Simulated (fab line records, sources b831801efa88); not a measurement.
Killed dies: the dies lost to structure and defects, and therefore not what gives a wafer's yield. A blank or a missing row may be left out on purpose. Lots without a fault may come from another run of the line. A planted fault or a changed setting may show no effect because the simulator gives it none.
Matching of chambers    flow gf180mcu    rie-diel-02 running GF_CONTACT_ETCH_16: 4 sister chambers
The step etches BARC in N2/H2. 4 wafers are shown with their chamber, then 7 later ones without.

## WAFERS PAIRED WITH THEIR CHAMBERS
wafer   chamber  oes-product-au (a.u.)
L486.2  1        0.855
L490.6  3        0.850
L491.2  2        0.854
L491.5  0        0.848

## WAFERS WHOSE CHAMBER IS MISSING
wafer   oes-product-au (a.u.)
L491.6  0.854
L495.1  0.854
L495.4  0.863
L495.5  0.850
L504.4  0.854
L504.5  0.850
L504.6  0.853

## THE CHAMBER EACH PASSED THROUGH
wafer   from the rows above                in truth
L491.6  can't be placed: 2 or 1 or 3 or 0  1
L495.1  can't be placed: 2 or 1 or 3 or 0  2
L495.4  can't be placed: 1 or 2 or 3       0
L495.5  can't be placed: 3 or 0 or 2 or 1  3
L504.4  can't be placed: 2 or 1 or 3 or 0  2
L504.5  can't be placed: 3 or 0 or 2 or 1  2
L504.6  can't be placed: 2 or 1 or 3 or 0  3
Correctly placed: 0 of 7. Not placeable from these rows: 7 (in 6, the candidates include the true chamber). Number placed wrongly: 0.
How it was worked out, from the rows above alone: a wafer's distance from a chamber is the root of the sum, over the readings, of the square of ((its reading less the chamber's mean) divided by the reading's scatter). If the next closest chamber is less than 2 further off than the closest, the wafer can't be placed; otherwise it belongs to the closest. For every chamber, the mean is computed from those of its wafers that are shown. The scatter (one wafer shown for each chamber): square how far every hidden wafer sits from the nearest shown wafer, average those squares and take the square root.
